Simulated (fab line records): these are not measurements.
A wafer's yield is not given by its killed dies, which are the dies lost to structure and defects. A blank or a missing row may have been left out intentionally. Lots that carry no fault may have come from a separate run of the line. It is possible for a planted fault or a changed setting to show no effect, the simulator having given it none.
Which tool did it? -- flow sfq-line -- Sampling: 14 lots, 42 wafers, 2 of 325 route steps

== WHAT EACH GAUGE READ, for each wafer ==
SFQ_M4_RS_MEAS_924: a four-point-probe measurement.
lot,measured,on,M4_NB_RS (ohm/sq)
L849,day 30 01:18,film-metro-03,0.883 0.883 0.886
L851,day 30 20:29,film-metro-02,0.901 0.898 0.900
L852,day 31 06:06,film-metro-02,0.890 0.899 0.892
L854,day 32 01:24,film-metro-04,0.885 0.889 0.890
L855,day 32 14:10,film-metro-04,0.887 0.888 0.879
L858,day 35 14:43,film-metro-03,0.898 0.899 0.894
L862,day 37 02:42,film-metro-03,0.493 0.494 0.496
L863,day 37 17:05,film-metro-02,0.494 0.499 0.497
L866,day 39 20:28,film-metro-04,0.884 0.873 0.880
L867,day 40 08:29,film-metro-04,0.886 0.882 0.879
L869,day 40 22:51,film-metro-02,0.881 0.889 0.888
L870,day 41 01:16,film-metro-04,0.896 0.890 0.892
L871,day 41 07:16,film-metro-04,0.898 0.893 0.897
L872,day 41 09:39,film-metro-02,0.888 0.893 0.900

== WHICH TOOL RAN EACH LOT (tool, then ch and the chambers of the sampled wafers, then the start) ==
lot,SFQ_TRILAYER_M4_DEP_SPUTTER_091
L849,"pvd-sputter-06, day 30 01:11"
L851,"pvd-sputter-06, day 30 20:23"
L852,"pvd-sputter-05, day 31 05:59"
L854,"pvd-sputter-05, day 32 01:17"
L855,"pvd-sputter-06, day 32 14:02"
L858,"pvd-sputter-04, day 35 14:35"
L862,"pvd-sputter-05, day 37 02:37"
L863,"pvd-sputter-05, day 37 16:59"
L866,"pvd-sputter-05, day 39 20:21"
L867,"pvd-sputter-05, day 40 08:21"
L869,"pvd-sputter-06, day 40 22:45"
L870,"pvd-sputter-05, day 41 01:09"
L871,"pvd-sputter-05, day 41 07:09"
L872,"pvd-sputter-04, day 41 09:33"
- SFQ_TRILAYER_M4_DEP_SPUTTER_091: material Nb, target thk 200 nm, time 133.3 s.

== AS READ BY THE TOOLS THEMSELVES (means over the sampled wafers that have a number; for cases with no such wafer, the mark the record gives instead) ==
SFQ_TRILAYER_M4_DEP_SPUTTER_091.
lot,tool,substrate-temp-c (C),throttle-valve-pct (%)
L849,pvd-sputter-06,20.07,30.5
L851,pvd-sputter-06,20.00,30.6
L852,pvd-sputter-05,19.95,29.9
L854,pvd-sputter-05,19.92,30.4
L855,pvd-sputter-06,20.01,29.8
L858,pvd-sputter-04,19.99,31.2
L862,pvd-sputter-05,20.01,30.5
L863,pvd-sputter-05,19.98,30.3
L866,pvd-sputter-05,20.05,29.9
L867,pvd-sputter-05,19.95,30.3
L869,pvd-sputter-06,19.90,29.7
L870,pvd-sputter-05,19.99,29.7
L871,pvd-sputter-05,20.08,29.8
L872,pvd-sputter-04,19.93,31.3

== THE ANSWER, worked out from the rows above alone ==
Rule: what is usual is taken from the lots themselves. The widest of any qualifying gaps counts: lots, ordered by their means at a reading, are off when they make up no more than a third of the lots, leave a main group of 4 or more, and stand apart from it by 3 or more times the standard deviation of that group's means. A main group whose means are all the same, to the digits that the tables above print for the reading, isn't used. A lot without any number at a reading at which 4 lots or more have one is off too. All remaining lots with rows at the step are treated as sound. The gauges are gone through in route order, then the tools' own readings, and for those a lot's mean is taken as printed above. At the first step where some lot is off, the reading lying furthest off is the one used; lots without a number count as furthest.
Off: L862, L863, seen at SFQ_M4_RS_MEAS_924 (M4_NB_RS). The main group has a mean of 0.890 ohm/sq with a standard deviation of 0.0063.
A tool fits if, at a process step before that reading, it ran every lot that is off, and no sound lot after the first of them. Gauges at SFQ_M4_RS_MEAS_924: tried the same way as those tools. Not one of the candidates tried fits.

== WHAT THE SIMULATOR HAD INSERTED ==
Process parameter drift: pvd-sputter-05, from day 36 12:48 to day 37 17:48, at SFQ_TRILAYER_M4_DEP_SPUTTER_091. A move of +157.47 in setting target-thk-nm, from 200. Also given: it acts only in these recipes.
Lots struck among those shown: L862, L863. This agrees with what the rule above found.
